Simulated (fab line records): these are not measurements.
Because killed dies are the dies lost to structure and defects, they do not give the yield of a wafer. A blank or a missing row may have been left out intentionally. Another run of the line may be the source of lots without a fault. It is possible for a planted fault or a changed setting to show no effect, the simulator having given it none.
Chamber matching ; flow gf180mcu ; GF_STI_CMP_25 on cmp-01 has 4 sister chambers
The step polishes, stops on Si3N4, t overpolish 33 s, target thk 524.6 nm. 16 wafers are shown with their chamber, then 8 later ones without.

== WAFERS WITH THEIR CHAMBER ==
wafer;chamber;motor_current_A (A);time_to_endpoint_s (s);overpolish_run_s (s)
L493.1;2;11.5;124;32.982
L493.2;1;12.0;118;33.001
L493.5;0;11.9;132;33.001
L494.1;0;12.2;124;33.024
L494.2;1;11.6;114;33.014
L494.3;3;14.3;125;33.008
L505.2;3;14.1;133;32.992
L505.4;1;12.0;122;32.991
L505.5;3;14.8;127;32.997
L508.3;0;12.3;133;32.999
L508.5;2;11.6;126;33.011
L508.6;1;11.7;125;32.994
L510.1;3;14.1;126;32.995
L510.4;1;11.5;128;32.998
L510.5;2;11.6;132;33.004
L511.1;0;11.9;129;32.998

SIGNATURES (averages over the wafers above)
reading;chamber 0;chamber 1;chamber 2;chamber 3;scatter within a chamber
motor_current_A;12.075;11.760;11.567;14.325;0.237
time_to_endpoint_s;129.50;121.40;127.33;127.75;4.52
overpolish_run_s;33.00550;32.99960;32.99900;32.99800;0.0107
Rule: for a wafer and a chamber, the distance is found by dividing, reading by reading, the gap between the wafer's reading and the chamber's mean by the reading's scatter, squaring, summing and taking the root. The wafer belongs to the nearest chamber; if the next one is less than 2 further off, it can't be placed. The scatter: take each reading less its chamber's mean, square it, sum over the shown wafers, divide by the number of wafers less the number of chambers, and take the root.

== WAFERS WHOSE CHAMBER IS MISSING ==
wafer;motor_current_A (A);time_to_endpoint_s (s);overpolish_run_s (s)
L511.2;14.8;130;33.001
L511.6;12.1;129;33.009
L512.1;11.8;123;32.993
L512.3;12.1;120;32.985
L512.6;11.2;129;32.998
L514.1;14.1;131;33.004
L514.3;11.7;126;32.996
L514.5;14.4;134;32.991

== CHAMBER TAKEN BY EACH ==
wafer;from the rows above;in truth
L511.2;3;3
L511.6;0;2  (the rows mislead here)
L512.1;can't be placed: 1 or 2 or 0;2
L512.3;can't be placed: 1 or 0 or 2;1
L512.6;can't be placed: 2 or 1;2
L514.1;3;3
L514.3;can't be placed: 2 or 1 or 0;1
L514.5;3;3
Correctly placed: 3 of 8. Can't be placed from these rows: 4 (the true chamber is among the candidates in 4). Number placed wrongly: 1.
